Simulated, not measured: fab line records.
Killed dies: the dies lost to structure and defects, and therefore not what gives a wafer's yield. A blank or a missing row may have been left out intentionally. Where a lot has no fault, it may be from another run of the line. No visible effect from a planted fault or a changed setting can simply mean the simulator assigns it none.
Which tool is to blame?	flow gf180mcu	7 lots, 21 wafers sampled, at 1 step of a route of 602

## WHAT EACH GAUGE READ, for each wafer
GF_V3_CD_MEAS_14: the cd target is 260 nm.
lot	measured	on	cd-nm (nm)
L997	day 24 03:44	cd-sem-02	260.0 260.4 259.8
L100	day 25 01:23	cd-sem-02	259.5 259.4 258.5
L102	day 25 23:20	cd-sem-01	260.7 261.4 262.6
L104	day 26 14:38	cd-sem-02	259.9 260.4 260.1
L107	day 27 01:46	cd-sem-02	260.6 261.0 260.7
L110	day 28 04:04	cd-sem-02	259.1 260.5 259.2
L112	day 28 13:07	cd-sem-01	259.3 259.2 259.9

## WHICH TOOL RAN EACH LOT (tool, then ch and the chambers of the sampled wafers, then the start)
No process step before these readings appears in the record.

## THE ANSWER, worked out from the rows above alone
Rule: the usual values come from the lots themselves. Put in order of their means at a reading, lots are off if they are a third of the lots or fewer, leave a main group of 4 or more, and stand apart from it by a gap of 3 or more times the standard deviation of the main group's means; of several such gaps the widest counts. The tables above print the reading to a certain number of digits; a main group whose means all agree to those digits is not used. Also off: a lot with no number at a reading for which 4 or more lots have one. All remaining lots with rows at the step are treated as sound.
None of the lots is off at any reading shown; this tells nothing.

## WHAT THE SIMULATOR HAD INSERTED
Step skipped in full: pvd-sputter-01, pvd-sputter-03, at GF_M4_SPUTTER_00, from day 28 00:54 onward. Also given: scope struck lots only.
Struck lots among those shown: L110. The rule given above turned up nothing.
